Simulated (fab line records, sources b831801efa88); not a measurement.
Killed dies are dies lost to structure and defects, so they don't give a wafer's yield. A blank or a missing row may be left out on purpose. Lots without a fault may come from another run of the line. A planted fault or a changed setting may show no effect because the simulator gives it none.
Which tool did it? | flow sky130 | 12 lots, 36 wafers sampled, at 5 steps of a route of 708

WHAT THE GAUGES READ, wafer by wafer
The record holds no reading of a measuring or inspecting step that can be judged against a usual standard deviation.

WHICH TOOL RAN EACH LOT (tool, then ch and the chambers of the sampled wafers, then the start)
lot  | SKY_LDD_LDN_STRIP_12                 | SKY_VIA2_SPUTTER_20          | SKY_METAL3_ETCH_16                | SKY_METAL4_SPUTTER_01        | SKY_PAD_OPEN_PROBE_99
L652 | plasma_asher-04 ch 1, day 22 16:55   | pvd_sputter-01, day 36 05:08 | rie_metal-03 ch 0,1, day 38 11:21 | pvd_sputter-01, day 39 15:48 | -
L653 | plasma_asher-04 ch 0,1, day 23 12:23 | pvd_sputter-03, day 36 20:23 | rie_metal-03 ch 0,1, day 39 00:39 | pvd_sputter-03, day 40 04:16 | -
L654 | plasma_asher-03 ch 0,1, day 23 16:37 | pvd_sputter-04, day 37 02:19 | rie_metal-01 ch 0, day 39 08:00   | pvd_sputter-01, day 40 11:58 | -
L655 | plasma_asher-04 ch 0,1, day 24 21:19 | pvd_sputter-01, day 38 02:43 | rie_metal-02 ch 0,1, day 40 06:07 | pvd_sputter-04, day 41 09:08 | -
L656 | plasma_asher-01 ch 0,1, day 25 00:26 | -                            | -                                 | -                            | prober-01, day 47 07:14
L659 | plasma_asher-04 ch 0,1, day 25 15:35 | pvd_sputter-04, day 38 18:29 | rie_metal-03 ch 0,1, day 40 21:45 | pvd_sputter-03, day 42 00:15 | -
L665 | plasma_asher-01 ch 0,1, day 27 15:41 | pvd_sputter-04, day 40 12:17 | rie_metal-03 ch 0,1, day 42 14:45 | pvd_sputter-01, day 43 16:19 | -
L667 | plasma_asher-03 ch 0,1, day 28 08:34 | pvd_sputter-01, day 41 00:53 | rie_metal-01 ch 1, day 43 01:41   | pvd_sputter-01, day 44 04:15 | -
L668 | plasma_asher-03 ch 0,1, day 28 15:40 | pvd_sputter-04, day 41 08:08 | rie_metal-01 ch 1, day 43 07:20   | pvd_sputter-01, day 44 09:06 | -
L670 | plasma_asher-01 ch 0,1, day 29 01:37 | pvd_sputter-04, day 41 16:31 | rie_metal-01 ch 1, day 43 16:57   | pvd_sputter-01, day 44 18:28 | -
L669 | plasma_asher-01 ch 0,1, day 29 03:34 | pvd_sputter-04, day 41 17:50 | rie_metal-02 ch 0,1, day 43 18:16 | pvd_sputter-04, day 44 19:53 | -
L671 | plasma_asher-01 ch 1, day 29 05:40   | pvd_sputter-01, day 41 20:09 | rie_metal-03 ch 0,1, day 43 21:10 | pvd_sputter-03, day 44 22:46 | -
- SKY_LDD_LDN_STRIP_12: strips in O2/N2.
- SKY_VIA2_SPUTTER_20: material TiN, target thk 20 nm, time 80 s.
- SKY_METAL3_ETCH_16: etches BARC in N2/H2, stops on SiO2, time 88.2 s, target depth 60 nm.
- SKY_METAL4_SPUTTER_01: material TiN, target thk 20 nm, time 16.7 s.
- SKY_PAD_OPEN_PROBE_99

WHAT THE TOOLS THEMSELVES READ (means of the sampled wafers that have a number; where no wafer has one, the mark that the record gives instead)
SKY_LDD_LDN_STRIP_12. Usual: drypump_motor_current_A 5.3 A, standard deviation 0.46; oes_product_au 0.716 a.u., standard deviation 0.0047; strip_time_to_endpoint_s 14.16 s, standard deviation 0.041.
lot  | tool            | drypump_motor_current_A (A) | oes_product_au (a.u.) | strip_time_to_endpoint_s (s) | flag
L652 | plasma_asher-04 | 4.7                         | 0.720                 | 14.22                        |
L653 | plasma_asher-04 | 5.5                         | 0.716                 | 14.20                        |
L654 | plasma_asher-03 | 5.5                         | 0.717                 | 14.16                        |
L655 | plasma_asher-04 | 5.5                         | 0.714                 | 14.14                        |
L656 | plasma_asher-01 | 5.0                         | 0.946                 | -                            | OFF
L659 | plasma_asher-04 | 5.1                         | 0.713                 | 14.18                        |
L665 | plasma_asher-01 | 5.0                         | 0.720                 | 14.13                        |
L667 | plasma_asher-03 | 5.4                         | 0.715                 | 14.08                        |
L668 | plasma_asher-03 | 5.4                         | 0.716                 | 14.17                        |
L670 | plasma_asher-01 | 5.0                         | 0.714                 | 14.21                        |
L669 | plasma_asher-01 | 5.0                         | 0.717                 | 14.12                        |
L671 | plasma_asher-01 | 5.1                         | 0.720                 | 14.16                        |

SKY_VIA2_SPUTTER_20. Usual: throttle_valve_pct 29.6 %, standard deviation 0.96.
lot  | tool           | throttle_valve_pct (%) | flag
L652 | pvd_sputter-01 | 30.0                   |
L653 | pvd_sputter-03 | 30.1                   |
L654 | pvd_sputter-04 | 29.3                   |
L655 | pvd_sputter-01 | 30.3                   |
L659 | pvd_sputter-04 | 28.5                   |
L665 | pvd_sputter-04 | 29.2                   |
L667 | pvd_sputter-01 | 30.1                   |
L668 | pvd_sputter-04 | 28.4                   |
L670 | pvd_sputter-04 | 28.4                   |
L669 | pvd_sputter-04 | 29.2                   |
L671 | pvd_sputter-01 | 30.2                   |

SKY_METAL3_ETCH_16. Usual: drypump_motor_current_A 5.5 A, standard deviation 0.35; he_backside_leak_sccm 3.31 sccm, standard deviation 0.21; oes_product_au 0.626 a.u., standard deviation 0.0045; throttle_valve_pct 13.205 %, standard deviation 0.0088.
lot  | tool         | drypump_motor_current_A (A) | he_backside_leak_sccm (sccm) | oes_product_au (a.u.) | throttle_valve_pct (%) | flag
L652 | rie_metal-03 | 5.5                         | 3.28                         | 0.627                 | 13.207                 |
L653 | rie_metal-03 | 5.5                         | 3.14                         | 0.625                 | 13.205                 |
L654 | rie_metal-01 | 6.0                         | 3.26                         | 0.626                 | 13.205                 |
L655 | rie_metal-02 | 5.5                         | 3.34                         | 0.622                 | 13.201                 |
L659 | rie_metal-03 | 5.5                         | 3.21                         | 0.625                 | 13.205                 |
L665 | rie_metal-03 | 5.6                         | 3.27                         | 0.630                 | 13.210                 |
L667 | rie_metal-01 | 5.0                         | 3.37                         | 0.632                 | 13.201                 |
L668 | rie_metal-01 | 5.0                         | 3.42                         | 0.631                 | 13.200                 |
L670 | rie_metal-01 | 5.0                         | 3.40                         | 0.629                 | 13.204                 |
L669 | rie_metal-02 | 5.7                         | 3.29                         | 0.625                 | 13.203                 |
L671 | rie_metal-03 | 5.6                         | 3.32                         | 0.626                 | 13.206                 |

SKY_METAL4_SPUTTER_01. Usual: throttle_valve_pct 29.8 %, standard deviation 0.99.
lot  | tool           | throttle_valve_pct (%) | flag
L652 | pvd_sputter-01 | 29.7                   |
L653 | pvd_sputter-03 | 30.1                   |
L654 | pvd_sputter-01 | 30.7                   |
L655 | pvd_sputter-04 | 29.7                   |
L659 | pvd_sputter-03 | 29.9                   |
L665 | pvd_sputter-01 | 29.4                   |
L667 | pvd_sputter-01 | 30.5                   |
L668 | pvd_sputter-01 | 30.0                   |
L670 | pvd_sputter-01 | 29.6                   |
L669 | pvd_sputter-04 | 29.7                   |
L671 | pvd_sputter-03 | 30.1                   |

SKY_PAD_OPEN_PROBE_99. Usual: killed_at_M0_to_M3 43, standard deviation 7.1; killed_at_M4_up 3.1, standard deviation 1.7; killed_at_contacts 23, standard deviation 5.1; killed_at_front_end 14, standard deviation 4.4; killed_at_other 0.3, standard deviation 0.47; killed_dies 84, standard deviation 9.9; killed_on_rim 16, standard deviation 3.8; killed_open 45, standard deviation 6.6; killed_short 38, standard deviation 6.8.
lot  | tool      | killed_at_M0_to_M3 | killed_at_M4_up | killed_at_contacts | killed_at_front_end | killed_at_other | killed_dies | killed_on_rim | killed_open | killed_short | flag
L656 | prober-01 | 46                 | 3.3             | 22                 | 420                 | 0.3             | 492         | 96            | 48          | 40           | OFF

THE ANSWER, worked out from the rows above alone
Rule: a lot is off if the mean of its wafers that have a number lies more than 3 standard deviations from the usual mean. A lot without any number at a reading at which 4 lots or more have one is off too. The other lots that the step has rows for count as sound. The gauges are gone through in route order, then the tools' own readings, and for those a lot's mean is taken as printed above. The first step at which some lot is off is used, and at that step the reading that is off furthest; a lot without a number counts as furthest.
Off: L656, at SKY_LDD_LDN_STRIP_12 (strip_time_to_endpoint_s). Without a number there: L656.
A tool fits if, at that step or a process step before it, it ran every lot that is off, and no sound lot after the first of them. None of those tried fits.

WHAT THE SIMULATOR HAD PUT IN
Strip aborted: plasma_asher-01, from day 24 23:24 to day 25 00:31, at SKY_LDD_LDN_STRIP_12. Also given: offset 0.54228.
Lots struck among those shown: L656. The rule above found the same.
